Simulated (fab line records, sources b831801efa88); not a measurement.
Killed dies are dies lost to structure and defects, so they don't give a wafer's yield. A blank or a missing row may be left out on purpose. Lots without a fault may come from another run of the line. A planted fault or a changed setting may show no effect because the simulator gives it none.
fab line records | flow sky130
record lots=6 wafers=18 last_day=49
route steps=708 shown METAL3@532 CAPM@537 PAD_OPEN@708
lots that met no fault: from a run of the same line without faults
start_h: hours from the record's first day to the start of the lot's first wafer shown | wait_h: hours since the lot's step before | " the same as in the row above | L1.1+2: a row that stands for several wafers | - no value, or no start given | * or withheld: withheld | < > ~ a bound
route shown NAME@n: a module of which the file shows steps, and the number in the route of the first | usual: mean/standard deviation of fault-free wafers | same: alike in all rows | chamber/n: place in a boat | sites: the reading at each site | _std_site: their standard deviation | _edge_site: outer sites' mean less inner sites' | radius_mm: how far each site lies from the wafer's centre | mask NAME#n: copy n | behind: the tool/chamber that last shaped the wafer | hold: why the lot was held/for how many hours/how that ended | device: the transistor (n, p or np) that didn't switch | end of line: the same wafers' tests at the end of the route | a step without rows: its recipe alone | killed: dies lost to structure and defects at the first sort, not the wafer's yield | map: a wafer's dies, x killed, . not, _ none there
set.NAME: the setting as run; set.NAME@STEP: as run at that earlier step | model.NAME: the simulator's own value behind a step, which no gauge read
lots at some steps of the route; a table a step, a row a wafer
services: from which hour (start_h, from the record's first day; less than 0 if before it) a tool's chamber was out of use, for how many hours, and why
## steps
# step SKY_METAL3_SPUTTER_00
# recipe material=Ti target_thk_nm=15 power_w=3000 time_s=10 chamber_pressure_pa=0.4
# usual throttle_valve_pct=29.7/0.83
# columns lot.wafer tool chamber start_h wait_h throttle_valve_pct
L741.1 pvd_sputter-04 - 883.40 0.2 27.1
L741.2 " - " " 30.4
L741.5 " - " " 30.1
L744.1 pvd_sputter-04 - 908.53 0.1 30.3
L744.2 " - " " 30.1
L744.6 " - " " 30.1
L746.2 pvd_sputter-02 - 917.41 0.1 30.8
L746.4 " - " " 29.1
L746.6 " - " " 30.9
L747.1 pvd_sputter-04 - 923.85 0.2 30.5
L747.5 " - " " 30.2
L747.6 " - " " 30.8
L753.1 pvd_sputter-01 - 965.48 0.2 28.7
L753.2 " - " " 29.4
L753.4 " - " " 30.2
L754.2 pvd_sputter-01 - 975.51 0.2 30.0
L754.5 " - " " 30.1
L754.6 " - " " 28.9
# step SKY_METAL3_SPUTTER_01
# recipe material=TiN target_thk_nm=20 power_w=6500 time_s=16.7 chamber_pressure_pa=0.4
# usual throttle_valve_pct=29.7/0.84
# columns lot.wafer tool chamber start_h wait_h throttle_valve_pct
L741.1 pvd_sputter-04 - 883.42 0.0 27.3
L741.2 " - " " 30.2
L741.5 " - " " 30.5
L744.1 pvd_sputter-04 - 908.55 0.0 30.7
L744.2 " - " " 29.9
L744.6 " - " " 30.2
L746.2 pvd_sputter-02 - 917.43 0.0 31.0
L746.4 " - " " 28.8
L746.6 " - " " 31.0
L747.1 pvd_sputter-04 - 923.87 0.0 30.4
L747.5 " - " " 30.1
L747.6 " - " " 30.5
L753.1 pvd_sputter-01 - 965.50 0.0 29.1
L753.2 " - " " 29.7
L753.4 " - " " 29.9
L754.2 pvd_sputter-01 - 975.53 0.0 30.2
L754.5 " - " " 30.0
L754.6 " - " " 28.9
# step SKY_METAL3_SPUTTER_02
# recipe material=AlCu target_thk_nm=735 power_w=10600 time_s=39.1 chamber_pressure_pa=0.4
# step SKY_METAL3_SPUTTER_03
# recipe material=Ti target_thk_nm=5 power_w=3000 time_s=3.3 chamber_pressure_pa=0.4
# usual throttle_valve_pct=29.8/0.86
# columns lot.wafer tool chamber start_h wait_h throttle_valve_pct
L741.1 pvd_sputter-04 - 883.49 0.0 27.5
L741.2 " - " " 30.2
L741.5 " - " " 30.2
L744.1 pvd_sputter-04 - 908.61 0.0 30.6
L744.2 " - " " 30.4
L744.6 " - " " 30.3
L746.2 pvd_sputter-02 - 917.49 0.0 31.2
L746.4 " - " " 28.7
L746.6 " - " " 31.0
L747.1 pvd_sputter-04 - 923.93 0.0 30.2
L747.5 " - " " 30.5
L747.6 " - " " 30.6
L753.1 pvd_sputter-01 - 965.57 0.0 28.8
L753.2 " - " " 29.8
L753.4 " - " " 30.0
L754.2 pvd_sputter-01 - 975.59 0.0 30.2
L754.5 " - " " 29.9
L754.6 " - " " 29.0
# step SKY_METAL3_SPUTTER_04
# recipe material=TiN target_thk_nm=70 power_w=6500 time_s=58.3 chamber_pressure_pa=0.4
# usual throttle_valve_pct=29.7/0.84
# columns lot.wafer tool chamber start_h wait_h throttle_valve_pct
L741.1 pvd_sputter-04 - 883.51 0.0 27.3
L741.2 " - " " 30.3
L741.5 " - " " 30.1
L744.1 pvd_sputter-04 - 908.63 0.0 30.7
L744.2 " - " " 30.5
L744.6 " - " " 30.1
L746.2 pvd_sputter-02 - 917.51 0.0 30.9
L746.4 " - " " 28.8
L746.6 " - " " 30.9
L747.1 pvd_sputter-04 - 923.95 0.0 30.5
L747.5 " - " " 30.3
L747.6 " - " " 30.6
L753.1 pvd_sputter-01 - 965.59 0.0 28.8
L753.2 " - " " 29.5
L753.4 " - " " 29.8
L754.2 pvd_sputter-01 - 975.61 0.0 30.2
L754.5 " - " " 29.9
L754.6 " - " " 29.2
# step SKY_CAPM_CVD_00
# recipe material=SiO2 target_thk_nm=15.5 temp_c=400 time_s=withheld rf_w=450
# usual heater_power_w=696/85
# columns lot.wafer tool chamber start_h wait_h heater_power_w
L741.1 pecvd-02 2 883.56 0.0 536
L741.2 " 1 " " 768
L741.5 " 2 " " 543
L744.1 pecvd-04 1 908.68 0.0 807
L744.2 " 2 " " 755
L744.6 " 1 " " 810
L746.2 pecvd-01 2 917.56 0.0 624
L746.4 " 2 " " 638
L746.6 " 0 " " 757
L747.1 pecvd-01 1 924.00 0.0 694
L747.5 " 0 " " 660
L747.6 " 1 " " 690
L753.1 pecvd-01 0 965.64 0.0 724
L753.2 " 1 " " 605
L753.4 " 2 " " 674
L754.2 pecvd-01 1 975.66 0.0 684
L754.5 " 2 " " 659
L754.6 " 0 " " 779
# step SKY_CAPM_THK_MEAS_01
# recipe reads=SiO2_of_CAPM_CVD_00
# usual CAPM_CVD_00_THK=15.44/0.24
# columns lot.wafer tool chamber start_h wait_h CAPM_CVD_00_THK[nm]
L741.1 film_metro-01 - 883.58 - 15.29
L741.2 " - " " 15.55
L741.5 " - " " 15.72
L744.1 film_metro-01 - 908.70 - 15.51
L744.2 " - " " 15.39
L744.6 " - " " 15.42
L746.2 film_metro-01 - 917.59 - 15.45
L746.4 " - " " 15.79
L746.6 " - " " 15.80
L747.1 film_metro-01 - 924.02 - 15.06
L747.5 " - " " 15.37
L747.6 " - " " 15.50
L753.1 film_metro-01 - 965.66 - 15.28
L753.2 " - " " 15.17
L753.4 " - " " 15.49
L754.2 film_metro-01 - 975.69 - 15.53
L754.5 " - " " 15.58
L754.6 " - " " 15.57
# step SKY_CAPM_SPUTTER_02
# recipe material=TiN target_thk_nm=200 temp_c=300 power_w=6500 time_s=166.7 chamber_pressure_pa=0.4
# step SKY_CAPM_RS_MEAS_03
# recipe thk_meas_gauge=four-point-probe reads=TiN_of_CAPM_SPUTTER_02
# usual CAPM_TIN_RS=6.93/0.075
# columns lot.wafer tool chamber start_h wait_h CAPM_TIN_RS[ohm/sq]
L741.1 film_metro-01 - 883.75 0.1 6.79
L741.2 " - " " 6.78
L741.5 " - " " 6.80
L744.1 film_metro-03 - 908.87 0.1 7.04
L744.2 " - " " 6.92
L744.6 " - " " 6.95
L746.2 film_metro-01 - 917.77 0.1 6.87
L746.4 " - " " 6.86
L746.6 " - " " 6.90
L747.1 film_metro-01 - 924.19 0.1 6.95
L747.5 " - " " 6.99
L747.6 " - " " 6.88
L753.1 film_metro-01 - 965.83 0.1 6.88
L753.2 " - " " 6.86
L753.4 " - " " 6.93
L754.2 film_metro-02 - 975.87 0.1 6.85
L754.5 " - " " 6.84
L754.6 " - " " 6.75
# step SKY_CAPM_THK_MEAS_04
# recipe thk_meas_gauge=xrf reads=TiN_of_CAPM_SPUTTER_02
# usual CAPM_TIN_THK=198.9/2.3
# columns lot.wafer tool chamber start_h wait_h CAPM_TIN_THK[nm]
L741.1 film_metro-01 - 883.87 0.1 203.4
L741.2 " - " " 203.3
L741.5 " - " " 203.1
L744.1 film_metro-03 - 908.99 0.1 194.5
L744.2 " - " " 198.1
L744.6 " - " " 197.4
L746.2 film_metro-01 - 917.88 0.1 202.1
L746.4 " - " " 202.3
L746.6 " - " " 200.0
L747.1 film_metro-01 - 924.31 0.1 198.2
L747.5 " - " " 198.4
L747.6 " - " " 200.6
L753.1 film_metro-01 - 965.95 0.1 201.4
L753.2 " - " " 201.8
L753.4 " - " " 199.7
L754.2 film_metro-02 - 975.98 0.1 200.6
L754.5 " - " " 200.1
L754.6 " - " " 202.9
# step SKY_CAPM_DEHYDRATE_05
# recipe temp_c=200 time_s=60
# step SKY_CAPM_HMDS_06
# recipe prime_time_s=60 prime_temp_c=120
# step SKY_CAPM_COAT_07
# recipe resist=NOVOLAK spin_rpm=3000 resist_thk_nm=1140
# usual spin_speed_rpm=3000.0/2
# columns lot.wafer tool chamber start_h wait_h spin_speed_rpm model.NOVOLAK_of_CAPM_COAT_07.thk_nm
L741.1 litho_track-03 0 896.60 0.1 3001.2 1138
L741.2 " 0 " " 2999.8 1137
L741.5 " 0 " " 2999.5 1138
L744.1 litho_track-04 0 921.74 0.1 2998.3 1141
L744.2 " 0 " " 2999.1 1142
L744.6 " 0 " " 2998.2 1143
L746.2 litho_track-04 0 930.21 0.1 3275.7 1086
L746.4 " 0 " " 3280.6 1088
L746.6 " 0 " " 3279.2 1089
L747.1 litho_track-04 0 935.74 0.1 3279.3 1090
L747.5 " 0 " " 3280.8 1088
L747.6 " 0 " " 3280.5 1088
L753.1 litho_track-01 0 977.33 0.1 3000.7 1139
L753.2 " 0 " " 3000.3 1141
L753.4 " 0 " " 3000.7 1139
L754.2 litho_track-03 0 986.92 0.1 2997.7 1142
L754.5 " 0 " " 2998.0 1144
L754.6 " 0 " " 2998.6 1140
# step SKY_CAPM_SOFTBAKE_08
# recipe temp_c=90 time_s=60 resist=NOVOLAK
# step SKY_CAPM_EXPOSE_09
# recipe mask_id=CAPM na=0.6 source_shape=conventional sigma_outer=0.6 polarization=unpolarized target_cd_nm=1000 dose_mj=159
# step SKY_CAPM_PEB_10
# recipe temp_c=withheld time_s=* resist=NOVOLAK
# step SKY_CAPM_DEVELOP_11
# recipe resist=NOVOLAK developer=TMAH develop_time_s=60 dev_temp_c=23
# step SKY_CAPM_OVL_MEAS_12
# usual CAPM_OVL=-0.7/1.4
# columns lot.wafer tool chamber start_h wait_h CAPM_OVL[nm]
L741.1 overlay-01 - 909.23 0.1 -0.7
L741.2 " - " " -1.1
L741.5 " - " " 0.2
L744.1 overlay-02 - 933.83 0.1 -1.6
L744.2 " - " " -0.7
L744.6 " - " " 0.4
L746.2 overlay-01 - 942.00 0.1 -1.1
L746.4 " - " " 0.7
L746.6 " - " " -1.3
L747.1 overlay-01 - 947.50 0.1 0.9
L747.5 " - " " -1.4
L747.6 " - " " 0.2
L753.1 overlay-01 - 989.03 0.1 -0.2
L753.2 " - " " -1.8
L753.4 " - " " 0.9
L754.2 overlay-01 - 998.78 0.1 0.6
L754.5 " - " " -0.5
L754.6 " - " " 0.0
# step SKY_CAPM_METAL_ETCH_13
# recipe target_depth_nm=220 stop_on=SiO2 chemistry=Cl2/BCl3 target=TiN pressure_mtorr=10 icp_w=900 bias_w=48.5 Cl2_flow_sccm=60 bcl3_flow_sccm=30 time_s=62.9
# usual drypump_motor_current_A=5.9/0.4 oes_product_au=0.940/0.0076 throttle_valve_pct=21.903/0.011
# columns lot.wafer tool chamber start_h wait_h drypump_motor_current_A oes_product_au rf_hours_counter_h throttle_valve_pct model.NOVOLAK_of_CAPM_COAT_07.thk_nm
L741.1 rie_metal-03 1 909.26 0.0 5.8 0.950 12 21.886 991.2
L741.2 " 1 " " 5.8 0.949 - 21.889 991.7
L741.5 " 1 " " 5.8 0.946 - 21.897 991.9
L744.1 rie_metal-03 0 933.86 0.0 5.6 0.940 6 21.915 997
L744.2 " 1 " " 5.9 0.940 14 21.906 994.9
L744.6 " 1 " " 5.8 0.935 - 21.907 996.6
L746.2 rie_metal-01 0 942.03 0.0 5.9 0.940 11 21.897 943.3
L746.4 " 1 " " 6.5 0.947 - 21.894 937.7
L746.6 " 1 " " 6.6 0.947 - 21.906 938.3
L747.1 rie_metal-03 1 947.53 0.0 5.8 0.939 15 21.906 942.4
L747.5 " 0 " " 5.7 0.939 - 21.901 943.2
L747.6 " 1 " " 5.8 0.945 - 21.919 939.4
L753.1 rie_metal-02 0 989.06 0.0 6.4 0.938 10 21.880 995.2
L753.2 " 1 " " 5.3 0.944 19 21.878 997.9
L753.4 " 0 " " 6.4 0.944 - 21.893 993.3
L754.2 rie_metal-02 1 998.81 0.0 5.3 0.936 19 21.911 997.5
L754.5 " 0 " " 6.3 0.947 - 21.898 1000
L754.6 " 1 " " 5.4 0.955 - 21.900 995.9
# step SKY_CAPM_STRIP_14
# recipe chemistry=O2/N2 power_w=1400 pressure_mtorr=1500 platen_temp_c=withheld o2_flow_sccm=3000 n2_flow_sccm=300 overash_fraction=0.5
# usual drypump_motor_current_A=5.8/0.45 oes_product_au=0.710/0.0047 strip_time_to_endpoint_s=12.67/0.05
# columns lot.wafer tool chamber start_h wait_h drypump_motor_current_A oes_product_au rf_hours_counter_h strip_time_to_endpoint_s
L741.1 plasma_asher-03 0 909.42 0.1 5.7 0.716 48 12.63
L741.2 " 1 " " 5.9 0.711 48 12.62
L741.5 " 1 " " 5.9 0.712 - 12.63
L744.1 plasma_asher-03 0 933.94 0.1 5.7 0.711 50 12.70
L744.2 " 1 " " 5.9 0.708 50 12.68
L744.6 " 0 " " 5.7 0.711 - 12.67
L746.2 plasma_asher-01 1 942.10 0.1 5.9 0.717 114 12.08
L746.4 " 0 " " 6.1 0.709 - 12.02
L746.6 " 0 " " 6.1 0.712 - 12.02
L747.1 plasma_asher-01 0 947.61 0.1 6.2 0.706 114 12.05
L747.5 " 0 " " 6.1 0.707 - 12.08
L747.6 " 1 " " 5.9 0.707 - 12.05
L753.1 plasma_asher-03 0 989.14 0.1 5.7 0.710 56 12.69
L753.2 " 1 " " 5.9 0.709 56 12.71
L753.4 " 1 " " 5.9 0.711 - 12.66
L754.2 plasma_asher-02 1 998.89 0.1 5.0 0.720 26 12.71
L754.5 " 0 " " 6.4 0.714 - 12.73
L754.6 " 1 " " 5.1 0.710 - 12.67
# step SKY_CAPM_STRIP_15
# recipe chemistry=post_etch_residue_remover time_s=1200 temp_c=72.5
# step SKY_PAD_OPEN_PROBE_99
# usual defect_limited_yield=82.5/1.7 killed_at_M0_to_M3=43/6.7 killed_at_M4_up=3.2/1.8 killed_at_contacts=24/4.8 killed_at_front_end=16/4.2 killed_at_other=0.3/0.56 killed_dies=86/8.5 killed_open=47/6.7 killed_short=39/6 sort_bin_3_pad_short=0.9/0.45 sort_bin_5_function=10.3/1.6 sort_bin_6_memory=6.3/1 sort_n_pass=406/8.5 sort_yield_pct=82.5/1.7
# same gross_dies=492 killed_at_back_side=0 sort_bin_4_leakage[%]=0 sort_bin_8_speed[%]=0
# columns lot.wafer tool chamber start_h wait_h defect_limited_yield[%] killed_at_M0_to_M3 killed_at_M4_up killed_at_contacts killed_at_front_end killed_at_other killed_dies killed_open killed_short sort_bin_3_pad_short[%] sort_bin_5_function[%] sort_bin_6_memory[%] sort_n_pass sort_yield_pct[%]
L741.1 prober-01 - 1099.44 0.1 86.8 26 3 24 12 0 65 35 30 0.6 7.9 4.7 427 86.8
L741.2 prober-01 - 1099.49 0.1 80.5 52 2 24 18 0 96 62 34 1.4 12.0 6.1 396 80.5
L741.5 prober-01 - 1099.64 0.2 83.3 49 0 23 10 0 82 44 38 0.6 10.0 6.1 410 83.3
L753.4 prober-01 - 1163.85 0.2 79.9 50 2 30 17 0 99 57 42 0.8 13.2 6.1 393 79.9
L754.2 prober-02 - 1172.87 0.1 82.3 42 2 27 16 0 87 53 34 0.8 10.4 6.5 405 82.3
L754.5 prober-02 - 1173.02 0.2 80.9 39 4 29 22 0 94 43 51 1.4 12.4 5.3 398 80.9
L754.6 prober-02 - 1173.07 0.2 83.3 37 0 32 13 0 82 49 33 0.6 8.7 7.3 410 83.3
# killed by level:class
L741.1 CONTACT:geometric_particle:open=10 CONTACT:geometric_particle:short=7 VIA3:geometric_particle:open=7 VIA1:geometric_particle:open=5 FIELD_ISO:geometric_particle:short=4 LI_CONTACT:geometric_particle:open=4 METAL3:geometric_particle:short=4 POLY_GATE:geometric_particle:open=3
L741.2 VIA3:geometric_particle:open=14 VIA1:geometric_particle:open=14 LI_CONTACT:geometric_particle:open=11 CONTACT:geometric_particle:open=7 FIELD_ISO:geometric_particle:open=6 VIA2:geometric_particle:open=5 METAL2:geometric_particle:short=5 FIELD_ISO:geometric_particle:short=4
L741.5 VIA3:geometric_particle:open=10 VIA1:geometric_particle:open=8 LI_CONTACT:geometric_particle:open=7 CONTACT:geometric_particle:open=6 METAL1:geometric_particle:short=5 VIA1:geometric_particle:short=5 METAL2:geometric_particle:short=5 VIA2:geometric_particle:open=5
L753.4 VIA1:geometric_particle:open=15 CONTACT:geometric_particle:short=10 VIA3:geometric_particle:open=10 LI_CONTACT:geometric_particle:open=8 CONTACT:geometric_particle:open=7 VIA1:geometric_particle:short=6 POLY_GATE:geometric_particle:short=5 VIA2:geometric_particle:open=5
L754.2 CONTACT:geometric_particle:open=14 VIA1:geometric_particle:open=9 VIA3:geometric_particle:open=8 VIA2:geometric_particle:open=7 LI_CONTACT:geometric_particle:open=6 VIA1:geometric_particle:short=5 VIA2:geometric_particle:short=5 CONTACT:geometric_particle:short=5
L754.5 CONTACT:geometric_particle:open=11 CONTACT:geometric_particle:short=7 VIA1:geometric_particle:open=7 VIA1:geometric_particle:short=6 POLY_GATE:geometric_particle:short=5 METAL1:geometric_particle:short=5 METAL2:geometric_particle:short=5 VIA3:geometric_particle:short=5
L754.6 VIA1:geometric_particle:open=12 LI_CONTACT:geometric_particle:open=10 CONTACT:geometric_particle:short=10 CONTACT:geometric_particle:open=8 METAL2:geometric_particle:short=6 VIA3:geometric_particle:open=4 VIA2:geometric_particle:open=4 FIELD_ISO:geometric_particle:open=3
## services
# columns tool chamber start_h hours kind
pvd_sputter-02 0 872.55 - consumable_replace:kit
pvd_sputter-02 0 872.55 18.0 scheduled_down
pvd_sputter-02 0 872.55 18.0 vent_cycle
rie_metal-03 - 880.01 2.8 pm
pecvd-01 - 886.69 2.2 repair
rie_metal-03 0 900.56 21.0 repair
rie_metal-02 - 911.34 12.2 repair
pvd_sputter-01 1 911.75 - consumable_replace:kit
pvd_sputter-01 1 911.75 18.0 scheduled_down
pvd_sputter-01 1 911.75 18.0 vent_cycle
pvd_sputter-02 - 940.40 1.9 repair
pecvd-04 1 944.19 2.1 scheduled_down
plasma_asher-02 - 946.07 0.6 repair
pecvd-02 1 954.54 2.1 repair
pecvd-04 - 963.02 1.3 repair
rie_metal-01 - 965.98 1.0 repair
pecvd-01 0 994.02 2.1 scheduled_down
pecvd-01 2 996.17 2.1 scheduled_down
## key
first_sign step=SKY_CAPM_COAT_07 reading=spin_speed_rpm direction=up sigmas=99+ usual=3000.0 struck=3279.4
effect step=SKY_CAPM_STRIP_14 reading=strip_time_to_endpoint_s direction=down sigmas=12 usual=* struck=*
model_effect step=SKY_CAPM_COAT_07 value=NOVOLAK_of_CAPM_COAT_07.thk_nm without=1138 struck=1088
model_effect step=SKY_CAPM_METAL_ETCH_13 value=NOVOLAK_of_CAPM_COAT_07.thk_nm without=990.5 struck=940.7
met_at SKY_CAPM_COAT_07
struck_wafers L746.2,L746.4,L746.6,L747.1,L747.5,L747.6
onset_between 921.74 930.21
fault kind=process_parameter_drift tool=litho_track-04 chamber=- onset_h=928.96 steps=SKY_CAPM_COAT_07 channel=spin_rpm offset=280.6 shape=step end_h=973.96 acts_in=these_recipes_only stated=3000
